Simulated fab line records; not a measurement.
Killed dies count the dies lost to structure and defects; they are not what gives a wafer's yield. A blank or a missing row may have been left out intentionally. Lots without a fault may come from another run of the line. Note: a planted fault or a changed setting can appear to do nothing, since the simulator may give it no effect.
fab line records    flow sky130
record lots=6  wafers=18  last_day=50
route steps=708 shown FIELD_ISO@1 PAD_OPEN@708
lots untouched by any fault: they come from a run of this same line in which no faults occurred
start_h: hours from the record's first day to the start of the lot's first wafer shown    wait_h: hours since the lot's step before    " same as the row above    L1.1+2: several wafers, shown together as one row    - value missing, or start not given    * or withheld: withheld    < > ~ a bound
route shown NAME@n: NAME is a module with steps in the file, n the number in the route of the first one    usual: mean/standard deviation taken from wafers without a fault    same: alike in all rows    chamber/n: place in a boat    sites: readings site by site    _std_site: the standard deviation of these    _edge_site: mean of outer sites minus mean of inner sites    radius_mm: for every site, how far away it sits from the centre of the wafer    mask NAME#n: copy n    behind: the last tool/chamber to shape the wafer    hold: why the lot was held/for how many hours/how that ended    device: transistor that didn't switch, given as n, p or np    end of line: tests run on the same wafers once the route is complete    a step without rows: its recipe alone    killed: the dies lost at the first sort to structure and to defects; this is not the yield of the wafer    map: per-die view of a wafer (x killed, . not killed, _ where there is no die)
set.NAME: the setting that was run; set.NAME@STEP: the one run at that earlier step    model.NAME: the simulator's own value behind a step, which no gauge read
lots seen at some steps along the route; tables by step, rows by wafer
services: a tool's chamber out of use, with start hour (start_h, from the record's first day; less than 0 if before it), hours out, and reason
## steps
# step SKY_FIELD_ISO_BOW_MEAS_00
# recipe mode=bow
# usual INCOMING_BOW=0/6.5
lot.wafer  tool           chamber  start_h  wait_h  INCOMING_BOW[um]
L821.2     film_metro-01  -        30.02    -       -6
L821.5     "              -        "        "       -2
L821.6     "              -        "        "       6
L822.3     film_metro-04  -        35.04    -       10
L822.5     "              -        "        "       0
L822.6     "              -        "        "       -1
L832.2     film_metro-02  -        85.02    -       1
L832.4     "              -        "        "       -4
L832.5     "              -        "        "       12
L835.1     film_metro-01  -        100.00   -       -5
L835.3     "              -        "        "       1
L835.5     "              -        "        "       -1
L836.2     film_metro-01  -        105.02   -       11
L836.3     "              -        "        "       3
L836.5     "              -        "        "       2
L839.1     film_metro-04  -        120.00   -       6
L839.5     "              -        "        "       9
L839.6     "              -        "        "       -4
# step SKY_FIELD_ISO_OXIDATION_01
# recipe temp_c=900  ambient=O2  stabilise_s=600  purge_s=300  target_thk_a=120  ox_time_s=1843
# step SKY_FIELD_ISO_THK_MEAS_02
# recipe reads=SiO2_of_FIELD_ISO_OXIDATION_01
# usual FIELD_ISO_OXIDATION_00_THK=11.97/0.23
lot.wafer  tool           chamber  start_h  wait_h  FIELD_ISO_OXIDATION_00_THK[nm]
L821.2     film_metro-02  -        32.40    0.0     11.88
L821.5     "              -        "        "       11.75
L821.6     "              -        "        "       11.88
L822.3     film_metro-01  -        38.17    0.0     12.13
L822.5     "              -        "        "       12.18
L822.6     "              -        "        "       12.22
L832.2     film_metro-04  -        86.64    0.0     11.90
L832.4     "              -        "        "       11.80
L832.5     "              -        "        "       11.97
L835.1     film_metro-04  -        101.63   0.0     11.87
L835.3     "              -        "        "       11.80
L835.5     "              -        "        "       11.83
L836.2     film_metro-04  -        107.21   0.0     12.11
L836.3     "              -        "        "       11.96
L836.5     "              -        "        "       11.99
L839.1     film_metro-04  -        124.16   0.0     11.83
L839.5     "              -        "        "       12.10
L839.6     "              -        "        "       11.96
# step SKY_FIELD_ISO_CVD_03
# recipe material=Si3N4  precursor=DCS/NH3  target_thk_nm=165  temp_c=770  time_s=2830  pressure_mtorr=250
# step SKY_FIELD_ISO_THK_MEAS_04
# recipe reads=Si3N4_of_FIELD_ISO_CVD_03
# usual FIELD_ISO_CVD_03_THK=164.7/1.9
lot.wafer  tool           chamber  start_h  wait_h  FIELD_ISO_CVD_03_THK[nm]
L821.2     film_metro-01  -        36.33    0.0     166.1
L821.5     "              -        "        "       165.5
L821.6     "              -        "        "       163.3
L822.3     film_metro-01  -        40.01    0.0     162.2
L822.5     "              -        "        "       160.7
L822.6     "              -        "        "       162.4
L832.2     film_metro-04  -        90.24    0.0     165.1
L832.4     "              -        "        "       163.9
L832.5     "              -        "        "       164.6
L835.1     film_metro-02  -        103.48   0.0     166.2
L835.3     "              -        "        "       167.7
L835.5     "              -        "        "       167.4
L836.2     film_metro-04  -        109.05   0.0     167.4
L836.3     "              -        "        "       167.7
L836.5     "              -        "        "       169.0
L839.1     film_metro-02  -        126.01   0.0     166.7
L839.5     "              -        "        "       167.4
L839.6     "              -        "        "       166.5
# step SKY_FIELD_ISO_DEHYDRATE_05
# recipe temp_c=200  time_s=60
# step SKY_FIELD_ISO_HMDS_06
# recipe prime_time_s=60  prime_temp_c=120
# step SKY_FIELD_ISO_COAT_07
# recipe resist=BARC  temp_c=withheld  time_s=withheld  spin_rpm=3000  resist_thk_nm=60
# step SKY_FIELD_ISO_COAT_08
# recipe resist=KrF-thick  spin_rpm=3000  resist_thk_nm=450
# step SKY_FIELD_ISO_SOFTBAKE_09
# recipe temp_c=100  time_s=90  resist=KrF-thick
# step SKY_FIELD_ISO_EXPOSE_10
# recipe mask_id=FOM  na=0.68  source_shape=annular  sigma_inner=0.4  sigma_outer=0.8  target_cd_nm=150  dose_mj=28
# usual focus_offset_nm=0.0/0.55
# same na=0.68
lot.wafer  tool            chamber  start_h  wait_h  mask   focus_offset_nm
L821.2     krf_scanner-02  0        44.46    -       FOM#0  1.0
L821.5     "               0        "        "       FOM#0  0.7
L821.6     "               0        "        "       FOM#0  1.4
L822.3     krf_scanner-01  0        47.77    -       FOM#0  -0.1
L822.5     "               0        "        "       FOM#0  -0.1
L822.6     "               0        "        "       FOM#0  -0.6
L832.2     krf_scanner-01  0        99.28    -       FOM#0  -0.9
L832.4     "               0        "        "       FOM#0  -0.3
L832.5     "               0        "        "       FOM#0  -0.1
L835.1     krf_scanner-01  0        112.87   -       FOM#0  -0.3
L835.3     "               0        "        "       FOM#0  0.0
L835.5     "               0        "        "       FOM#0  -0.2
L836.2     krf_scanner-01  0        118.08   -       FOM#0  -0.3
L836.3     "               0        "        "       FOM#0  -0.4
L836.5     "               0        "        "       FOM#0  -0.8
L839.1     krf_scanner-02  0        136.29   -       FOM#0  0.6
L839.5     "               0        "        "       FOM#0  0.2
L839.6     "               0        "        "       FOM#0  0.0
# step SKY_FIELD_ISO_PEB_11
# recipe peb_temp_c=withheld  peb_time_s=withheld  resist=KrF-thick
# step SKY_FIELD_ISO_DEVELOP_12
# recipe develop_time_s=60  resist=KrF-thick  dev_temp_c=21
# step SKY_FIELD_ISO_CD_MEAS_13
# recipe target_cd_nm=150
# usual cd_nm=149.4/1.8
lot.wafer  tool       chamber  start_h  wait_h  hold                      cd_nm
L821.2     cd_sem-02  -        51.33    -       -                         149.0
L821.5     "          -        "        "       -                         148.4
L821.6     "          -        "        "       -                         147.5
L822.3     cd_sem-02  -        55.65    -       -                         151.0
L822.5     "          -        "        "       -                         150.5
L822.6     "          -        "        "       -                         151.4
L832.2     cd_sem-01  -        113.31   -       -                         149.8
L832.4     "          -        "        "       -                         151.0
L832.5     "          -        "        "       -                         150.2
L835.1     cd_sem-01  -        120.12   -       await_dispo/0.2h/release  86.2
L835.3     "          -        "        "       await_dispo/0.2h/release  86.6
L835.5     "          -        "        "       await_dispo/0.2h/release  150.4
L835.1     cd_sem-01  -        120.41   0.3     -                         86.2
L835.3     "          -        "        "       -                         86.8
L835.5     "          -        "        "       -                         150.4
L836.2     cd_sem-01  -        126.83   -       await_dispo/0.2h/release  149.3
L836.3     "          -        "        "       await_dispo/0.2h/release  85.9
L836.5     "          -        "        "       await_dispo/0.2h/release  149.4
L836.2     cd_sem-01  -        127.11   0.3     -                         149.4
L836.3     "          -        "        "       -                         86.0
L836.5     "          -        "        "       -                         149.4
L839.1     cd_sem-01  -        145.61   -       -                         148.3
L839.5     "          -        "        "       -                         147.9
L839.6     "          -        "        "       -                         147.0
# step SKY_FIELD_ISO_ETCH_14
# recipe chemistry=N2/H2  target=BARC  ion_energy_ev=200  source_w=500  bias_w=100  pressure_mtorr=30  n2_flow_sccm=100  h2_flow_sccm=200  stop_on=SiO2  time_s=45.9  target_depth_a=600
# usual drypump_motor_current_A=5.7/0.44  oes_product_au=0.855/0.0053  throttle_valve_pct=13.224/0.0092
lot.wafer  tool         chamber  start_h  wait_h  hold                      drypump_motor_current_A  oes_product_au  rf_hours_counter_h  throttle_valve_pct  model.FIELD_ISO.cd_nm
L821.2     rie_diel-04  1        51.43    0.1     -                         5.3                      0.859           107                 13.233              148.9
L821.5     "            3        "        "       -                         5.8                      0.856           -                   13.232              149.1
L821.6     "            0        "        "       -                         6.0                      0.860           -                   13.230              147.2
L822.3     rie_diel-02  1        55.73    0.1     -                         5.9                      0.863           154                 13.225              151.2
L822.5     "            3        "        "       -                         5.9                      0.857           -                   13.237              151.5
L822.6     "            1        "        "       -                         5.9                      0.855           -                   13.230              151.7
L832.2     rie_diel-03  2        113.41   0.1     -                         5.7                      0.850           120                 13.206              150.1
L832.4     "            0        "        "       -                         5.1                      0.863           7                   13.212              151.4
L832.5     "            3        "        "       -                         6.4                      0.857           -                   13.215              150.9
L835.1     rie_diel-03  3        123.69   3.3     await_dispo/3.2h/release  6.4                      0.868           132                 13.216              86.4
L835.3     "            0        "        "       await_dispo/3.2h/release  5.1                      0.860           7                   13.216              86.57
L835.5     "            2        "        "       await_dispo/3.2h/release  5.7                      0.858           -                   13.217              151.2
L836.2     rie_diel-03  1        129.08   1.9     await_dispo/1.9h/release  4.8                      0.861           126                 13.227              149.9
L836.3     "            0        "        "       await_dispo/1.9h/release  5.1                      0.855           7                   13.227              85.7
L836.5     "            0        "        "       await_dispo/1.9h/release  5.2                      0.854           -                   13.210              149.8
L839.1     rie_diel-03  2        145.73   0.1     -                         5.7                      0.860           121                 13.227              148.2
L839.5     "            2        "        "       -                         5.7                      0.858           -                   13.216              148
L839.6     "            3        "        "       -                         6.4                      0.858           -                   13.224              146.7
# step SKY_FIELD_ISO_ETCH_15
# recipe chemistry=CHF3/O2  target_depth_nm=180  stop_on=Si  source_w=600  bias_w=200  pressure_mtorr=40  chf3_flow_sccm=50  O2_flow_sccm=5  time_s=72
# usual drypump_motor_current_A=5.7/0.44  oes_product_au=0.945/0.0071  throttle_valve_pct=8.845/0.0091
lot.wafer  tool         chamber  start_h  wait_h  drypump_motor_current_A  oes_product_au  rf_hours_counter_h  throttle_valve_pct
L821.2     rie_diel-04  1        51.47    0.0     5.3                      0.952           107                 8.838
L821.5     "            3        "        "       5.7                      0.949           -                   8.846
L821.6     "            0        "        "       6.0                      0.943           -                   8.842
L822.3     rie_diel-02  1        55.77    0.0     5.9                      0.933           154                 8.838
L822.5     "            3        "        "       5.8                      0.924           -                   8.839
L822.6     "            1        "        "       5.9                      0.936           -                   8.842
L832.2     rie_diel-03  2        113.46   0.0     5.7                      0.945           120                 8.853
L832.4     "            0        "        "       5.2                      0.946           7                   8.846
L832.5     "            3        "        "       6.4                      0.951           -                   8.846
L835.1     rie_diel-03  3        123.73   0.0     6.4                      0.944           132                 8.843
L835.3     "            0        "        "       5.1                      0.950           7                   8.857
L835.5     "            2        "        "       5.7                      0.954           -                   8.863
L836.2     rie_diel-03  1        129.12   0.0     4.8                      0.953           126                 8.853
L836.3     "            0        "        "       5.2                      0.953           7                   8.849
L836.5     "            0        "        "       5.1                      0.954           -                   8.840
L839.1     rie_diel-03  2        145.78   0.0     5.7                      0.956           121                 8.855
L839.5     "            2        "        "       5.7                      0.947           -                   8.849
L839.6     "            3        "        "       6.4                      0.951           -                   8.847
# step SKY_FIELD_ISO_STRIP_16
# recipe chemistry=O2/N2  power_w=1400  pressure_mtorr=1500  platen_temp_c=withheld  o2_flow_sccm=3000  n2_flow_sccm=300  overash_fraction=0.5
# usual drypump_motor_current_A=5.7/0.34  oes_product_au=0.378/0.0046  strip_time_to_endpoint_s=3.546/0.026
lot.wafer  tool             chamber  start_h  wait_h  drypump_motor_current_A  oes_product_au  rf_hours_counter_h  strip_time_to_endpoint_s
L821.2     plasma_asher-01  1        51.53    0.0     5.8                      0.373           23                  3.534
L821.5     "                1        "        "       5.7                      0.381           -                   3.502
L821.6     "                0        "        "       5.3                      0.377           -                   3.526
L822.3     plasma_asher-01  1        55.86    0.1     5.7                      0.382           -                   3.520
L822.5     "                0        "        "       5.3                      0.379           -                   3.569
L822.6     "                1        "        "       5.7                      0.372           -                   3.557
L832.2     plasma_asher-01  1        113.51   0.0     5.8                      0.377           29                  3.561
L832.4     "                0        "        "       5.3                      0.387           -                   3.557
L832.5     "                1        "        "       5.8                      0.367           -                   3.530
L835.1     plasma_asher-03  0        123.79   0.0     5.9                      0.378           43                  3.564
L835.3     "                1        "        "       6.0                      0.377           -                   3.509
L835.5     "                0        "        "       5.8                      0.381           -                   3.579
L836.2     plasma_asher-03  0        129.33   0.2     5.8                      0.382           44                  3.581
L836.3     "                0        "        "       5.8                      0.373           -                   3.559
L836.5     "                1        "        "       6.0                      0.378           -                   3.575
L839.1     plasma_asher-02  1        145.83   0.0     5.5                      0.375           0                   3.564
L839.5     "                1        "        "       5.5                      0.376           -                   3.606
L839.6     "                0        "        "       6.6                      0.382           -                   3.524
# step SKY_FIELD_ISO_ETCH_17
# recipe target_depth_a=3420  mask_material=Si3N4  chemistry=HBr/Cl2/O2  target=Si  taper_deg=5  icp_w=600  bias_w=150  pressure_mtorr=15  HBr_flow_sccm=150  Cl2_flow_sccm=40  O2_flow_sccm=6  time_s=97.7
# usual drypump_motor_current_A=5.6/0.49  oes_product_au=0.999/0.0075  throttle_valve_pct=25.657/0.011
lot.wafer  tool       chamber  start_h  wait_h  drypump_motor_current_A  oes_product_au  rf_hours_counter_h  throttle_valve_pct  model.FIELD_ISO.cd_nm
L821.2     rie_si-02  0        51.62    0.1     6.3                      1.001           1                   25.655              149.2
L821.5     "          2        "        "       5.3                      0.993           -                   25.659              149.2
L821.6     "          3        "        "       6.5                      0.994           -                   25.659              146.9
L822.3     rie_si-01  3        55.92    0.0     5.4                      0.996           63                  25.659              151.3
L822.5     "          2        "        "       5.5                      0.991           -                   25.654              152
L822.6     "          3        "        "       5.3                      0.993           -                   25.665              151.1
L832.2     rie_si-01  1        113.61   0.1     5.2                      0.984           112                 25.658              150.5
L832.4     "          2        "        "       5.5                      1.005           -                   25.642              151.4
L832.5     "          1        "        "       5.2                      0.986           -                   25.655              152.6
L835.1     rie_si-02  3        123.89   0.1     6.5                      1.003           2                   25.660              86.51
L835.3     "          1        "        "       5.7                      1.002           37                  25.650              87.12
L835.5     "          1        "        "       5.7                      1.009           -                   25.664              151.2
L836.2     rie_si-01  2        129.43   0.1     5.5                      0.998           0                   25.642              149.7
L836.3     "          3        "        "       5.3                      1.012           63                  25.667              84.82
L836.5     "          2        "        "       5.5                      0.998           -                   25.666              149.5
L839.1     rie_si-02  2        145.93   0.1     5.3                      0.991           1                   25.653              149
L839.5     "          2        "        "       5.3                      0.986           -                   25.658              148.3
L839.6     "          1        "        "       5.7                      1.009           -                   25.659              147.2
# step SKY_FIELD_ISO_WET_ETCH_18
# recipe chemistry=H3PO4  target_depth_nm=25  temp_c=160  target=Si3N4  time_s=286
# step SKY_PAD_OPEN_PROBE_99
# usual killed_at_M0_to_M3=45/7.3  killed_at_M4_up=3.2/1.8  killed_at_contacts=25/5.5  killed_at_front_end=15/4.2  killed_at_other=0.3/0.69  killed_dies=89/9.4  killed_on_rim=17/3.8  killed_open=49/6.6  killed_short=40/6.4
# same gross_dies=492  killed_at_back_side=0
lot.wafer  tool       chamber  start_h  wait_h  hold                      killed_at_M0_to_M3  killed_at_M4_up  killed_at_contacts  killed_at_front_end  killed_at_other  killed_dies  killed_on_rim  killed_open  killed_short
L821.2     prober-02  -        1100.71  0.1     -                         35                  2                25                  18                   1                81           13             44           37
L821.5     prober-02  -        1100.86  0.2     -                         54                  3                26                  15                   0                98           23             53           43
L821.6     prober-02  -        1100.91  0.2     -                         45                  3                19                  17                   1                85           20             51           33
L822.3     prober-02  -        1109.02  0.2     -                         51                  4                21                  16                   0                92           11             57           35
L822.5     prober-02  -        1109.12  0.2     -                         40                  2                28                  20                   0                90           13             51           38
L822.6     prober-02  -        1109.17  0.2     -                         37                  1                22                  15                   0                75           8              39           36
L832.2     prober-01  -        1167.81  0.1     -                         55                  3                27                  9                    0                94           17             55           39
L832.4     prober-01  -        1167.91  0.2     -                         37                  1                22                  15                   0                75           15             48           27
L832.5     prober-01  -        1167.96  0.2     -                         46                  3                23                  17                   0                89           17             51           37
L835.1     prober-02  -        1180.11  0.1     await_dispo/5.1h/release  55                  2                36                  398                  1                492          96             62           46
L835.3     prober-02  -        1180.21  0.2     await_dispo/5.1h/release  60                  4                18                  409                  1                492          96             44           48
L835.5     prober-02  -        1180.31  0.2     await_dispo/5.1h/release  46                  2                28                  13                   0                89           18             46           43
L836.2     prober-01  -        1181.86  0.1     await_dispo/2.7h/release  38                  1                22                  11                   0                72           10             40           31
L836.3     prober-01  -        1181.91  0.2     await_dispo/2.7h/release  41                  3                33                  415                  0                492          96             52           42
L836.5     prober-01  -        1182.01  0.2     await_dispo/2.7h/release  44                  3                32                  18                   0                97           22             58           38
L839.1     prober-02  -        1196.82  0.1     -                         41                  5                26                  29                   0                101          18             58           43
L839.5     prober-02  -        1197.02  0.2     -                         39                  4                23                  15                   2                83           16             49           34
L839.6     prober-02  -        1197.07  0.2     -                         52                  1                22                  13                   0                88           17             50           38
# killed by level:class
L821.2 CONTACT:geometric_particle:open=11 VIA1:geometric_particle:open=7 METAL2:geometric_particle:short=7 POLY_GATE:geometric_particle:short=6 CONTACT:geometric_particle:short=6 VIA1:geometric_particle:short=6 VIA2:geometric_particle:open=5 FIELD_ISO:geometric_particle:open=4
L821.5 VIA1:geometric_particle:open=17 CONTACT:geometric_particle:open=9 CONTACT:geometric_particle:short=7 METAL1:geometric_particle:short=6 VIA2:geometric_particle:short=6 VIA2:geometric_particle:open=6 LI_CONTACT:geometric_particle:open=4 METAL2:geometric_particle:open=4
L821.6 VIA2:geometric_particle:open=9 VIA1:geometric_particle:open=8 CONTACT:geometric_particle:open=8 METAL1:geometric_particle:short=6 VIA3:geometric_particle:open=5 FIELD_ISO:geometric_particle:short=4 POLY_CUT:geometric_particle:open=4 LI_CONTACT:geometric_particle:open=4
L822.3 VIA1:geometric_particle:open=14 VIA3:geometric_particle:open=14 CONTACT:geometric_particle:open=10 VIA1:geometric_particle:short=6 FIELD_ISO:geometric_particle:open=5 POLY_GATE:geometric_particle:open=4 LOCAL_INTERCONNECT:geometric_particle:short=4 CONTACT:geometric_particle:short=4
L822.5 CONTACT:geometric_particle:open=13 VIA3:geometric_particle:open=13 POLY_GATE:geometric_particle:short=7 LI_CONTACT:geometric_particle:open=7 VIA1:geometric_particle:open=6 METAL2:geometric_particle:short=6 FIELD_ISO:geometric_particle:open=4 FIELD_ISO:geometric_particle:short=3
L822.6 CONTACT:geometric_particle:open=10 METAL2:geometric_particle:short=10 VIA1:geometric_particle:open=7 CONTACT:geometric_particle:short=5 VIA1:geometric_particle:short=5 POLY_CUT:geometric_particle:open=4 VIA3:geometric_particle:open=4 FIELD_ISO:geometric_particle:short=3
L832.2 LI_CONTACT:geometric_particle:open=12 VIA1:geometric_particle:open=10 VIA2:geometric_particle:open=9 CONTACT:geometric_particle:open=9 METAL1:geometric_particle:short=8 METAL2:geometric_particle:short=7 VIA3:geometric_particle:open=6 POLY_GATE:geometric_particle:short=4
L832.4 VIA2:geometric_particle:open=13 CONTACT:geometric_particle:open=10 VIA1:geometric_particle:open=7 METAL2:geometric_particle:short=4 POLY_GATE:geometric_particle:open=4 LI_CONTACT:geometric_particle:open=4 FIELD_ISO:geometric_particle:open=3 POLY_GATE:geometric_particle:short=3
L832.5 CONTACT:geometric_particle:open=12 VIA2:geometric_particle:open=9 VIA1:geometric_particle:open=7 VIA3:geometric_particle:open=7 LI_CONTACT:geometric_particle:open=5 POLY_GATE:geometric_particle:open=5 VIA3:geometric_particle:short=4 POLY_GATE:geometric_particle:short=4
L835.1 FIELD_ISO:area_expose=384 VIA1:geometric_particle:open=18 CONTACT:geometric_particle:open=12 LI_CONTACT:geometric_particle:open=10 VIA2:geometric_particle:open=9 CONTACT:geometric_particle:short=7 VIA3:geometric_particle:open=6 VIA1:geometric_particle:short=6
L835.3 FIELD_ISO:area_expose=400 VIA2:geometric_particle:open=13 METAL2:geometric_particle:short=9 VIA1:geometric_particle:open=9 VIA3:geometric_particle:open=7 CONTACT:geometric_particle:open=6 METAL3:geometric_particle:short=6 LOCAL_INTERCONNECT:geometric_particle:short=5
L835.5 VIA1:geometric_particle:open=12 CONTACT:geometric_particle:open=11 METAL2:geometric_particle:short=8 VIA1:geometric_particle:short=6 LI_CONTACT:geometric_particle:open=6 CONTACT:geometric_particle:short=5 VIA2:geometric_particle:open=5 POLY_GATE:geometric_particle:short=4
L836.2 CONTACT:geometric_particle:open=10 VIA3:geometric_particle:open=7 VIA1:geometric_particle:open=6 VIA2:geometric_particle:open=6 FIELD_ISO:geometric_particle:short=4 LI_CONTACT:geometric_particle:open=4 CONTACT:geometric_particle:short=4 METAL2:geometric_particle:short=4
L836.3 FIELD_ISO:area_expose=397 CONTACT:geometric_particle:open=16 VIA2:geometric_particle:open=9 VIA1:geometric_particle:open=8 FIELD_ISO:geometric_particle:open=7 LOCAL_INTERCONNECT:geometric_particle:short=7 CONTACT:geometric_particle:short=6 METAL1:geometric_particle:short=5
L836.5 LI_CONTACT:geometric_particle:open=12 CONTACT:geometric_particle:open=11 VIA1:geometric_particle:open=8 METAL1:geometric_particle:short=7 VIA2:geometric_particle:open=7 POLY_GATE:geometric_particle:open=5 VIA1:geometric_particle:short=5 METAL2:geometric_particle:short=5
L839.1 CONTACT:geometric_particle:open=12 VIA2:geometric_particle:open=9 VIA1:geometric_particle:open=8 VIA3:geometric_particle:open=8 FIELD_ISO:geometric_particle:short=7 FIELD_ISO:geometric_particle:open=6 METAL2:geometric_particle:short=6 POLY_GATE:geometric_particle:open=5
L839.5 CONTACT:geometric_particle:open=8 VIA3:geometric_particle:open=8 VIA1:geometric_particle:open=7 VIA2:geometric_particle:open=7 LI_CONTACT:geometric_particle:open=6 METAL2:geometric_particle:short=6 POLY_GATE:geometric_particle:short=4 LOCAL_INTERCONNECT:geometric_particle:short=4
L839.6 VIA1:geometric_particle:open=13 CONTACT:geometric_particle:open=12 VIA2:geometric_particle:open=7 VIA3:geometric_particle:open=6 VIA3:geometric_particle:short=5 VIA1:geometric_particle:short=5 METAL1:geometric_particle:short=5 FIELD_ISO:geometric_particle:short=4
# map L835.1 (x killed, . not)
__________xxxxxxxxxx_________
________xxxxxxxxxxxxxx_______
______xxxxxxxxxxxxxxxxxx_____
_____xxxxxxxxxxxxxxxxxxxx____
____xxxxxxxxxxxxxxxxxxxxxx___
___xxxxxxxxxxxxxxxxxxxxxxxx__
__xxxxxxxxxxxxxxxxxxxxxxxxxx_
_xxxxxxxxxxxxxxxxxxxxxxxxxxxx
_xxxxxxxxxxxxxxxxxxxxxxxxxxxx
_xxxxxxxxxxxxxxxxxxxxxxxxxxxx
_xxxxxxxxxxxxxxxxxxxxxxxxxxxx
_xxxxxxxxxxxxxxxxxxxxxxxxxxxx
_xxxxxxxxxxxxxxxxxxxxxxxxxxxx
_xxxxxxxxxxxxxxxxxxxxxxxxxxxx
_xxxxxxxxxxxxxxxxxxxxxxxxxxxx
__xxxxxxxxxxxxxxxxxxxxxxxxxx_
___xxxxxxxxxxxxxxxxxxxxxxxx__
____xxxxxxxxxxxxxxxxxxxxxx___
_____xxxxxxxxxxxxxxxxxxxx____
______xxxxxxxxxxxxxxxxxx_____
________xxxxxxxxxxxxxx_______
__________xxxxxxxxxx_________
# map L836.3 (x killed, . not)
__________xxxxxxxxxx_________
________xxxxxxxxxxxxxx_______
______xxxxxxxxxxxxxxxxxx_____
_____xxxxxxxxxxxxxxxxxxxx____
____xxxxxxxxxxxxxxxxxxxxxx___
___xxxxxxxxxxxxxxxxxxxxxxxx__
__xxxxxxxxxxxxxxxxxxxxxxxxxx_
_xxxxxxxxxxxxxxxxxxxxxxxxxxxx
_xxxxxxxxxxxxxxxxxxxxxxxxxxxx
_xxxxxxxxxxxxxxxxxxxxxxxxxxxx
_xxxxxxxxxxxxxxxxxxxxxxxxxxxx
_xxxxxxxxxxxxxxxxxxxxxxxxxxxx
_xxxxxxxxxxxxxxxxxxxxxxxxxxxx
_xxxxxxxxxxxxxxxxxxxxxxxxxxxx
_xxxxxxxxxxxxxxxxxxxxxxxxxxxx
__xxxxxxxxxxxxxxxxxxxxxxxxxx_
___xxxxxxxxxxxxxxxxxxxxxxxx__
____xxxxxxxxxxxxxxxxxxxxxx___
_____xxxxxxxxxxxxxxxxxxxx____
______xxxxxxxxxxxxxxxxxx_____
________xxxxxxxxxxxxxx_______
__________xxxxxxxxxx_________
## services
tool             chamber  start_h  hours  kind
rie_diel-02      -        22.07    0.1    repair
rie_diel-02      0        23.94    3.8    repair
rie_diel-02      -        25.52    14.6   pm
rie_si-01        2        27.88    7.5    repair
rie_si-01        -        32.12    1.0    repair
plasma_asher-01  -        39.78    9.3    repair
rie_si-01        0        40.39    13.8   repair
krf_scanner-02   -        41.48    0.8    pm
rie_diel-02      2        48.04    11.6   repair
krf_scanner-01   -        56.04    3.6    pm
krf_scanner-01   -        59.60    1.3    pm
krf_scanner-02   -        62.22    4.4    pm
krf_scanner-01   -        69.27    0.8    pm
rie_si-02        -        69.96    2.8    pm
krf_scanner-01   -        70.67    0.3    repair
rie_diel-03      2        75.97    5.6    repair
rie_diel-03      0        80.48    16.3   repair
krf_scanner-01   -        84.04    1.0    pm
plasma_asher-02  -        107.70   8.8    repair
krf_scanner-02   -        114.40   1.5    repair
plasma_asher-02  -        116.51   9.0    pm
krf_scanner-01   -        123.87   0.6    repair
rie_si-02        3        135.92   1.2    repair
rie_diel-04      1        140.65   19.8   repair
## key
first_sign step=SKY_FIELD_ISO_CD_MEAS_13  reading=visit  direction=added
effect step=SKY_FIELD_ISO_CD_MEAS_13  reading=cd_nm  direction=down  sigmas=35  usual=149.4  struck=86.3
effect step=SKY_PAD_OPEN_PROBE_99  reading=killed_at_front_end  direction=up  sigmas=94  usual=15  struck=407
model_effect step=SKY_FIELD_ISO_ETCH_14  value=FIELD_ISO.cd_nm  without=148.5  struck=86.22
model_effect step=SKY_FIELD_ISO_ETCH_17  value=FIELD_ISO.cd_nm  without=148.4  struck=86.15
more_kills_born_at SKY_FIELD_ISO_EXPOSE_10@krf_scanner-01=1181
met_at SKY_FIELD_ISO_EXPOSE_10
struck_wafers L835.1,L835.3,L836.3
later_rows_left_out L835.1,L835.3,L836.3
tester_left_out L835,L836
onset_between 99.28 112.87
fault kind=process_parameter_drift  tool=krf_scanner-01  chamber=-  onset_h=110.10  steps=SKY_FIELD_ISO_EXPOSE_10  channel=focus_nm  offset=400.95  shape=step  end_h=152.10  scope=struck_wafers_only
# tester_left_out: of these lots the tester's yield and bins aren't shown, on N5 and GAA mostly nor the transistor test; their killed dies are dies lost to structure and defects alone, not to doping, threshold or leakage, so they don't give the yield
# later_rows_left_out: the simulator's readings of these wafers behind a module that went badly wrong aren't trusted and aren't shown, but for the sort
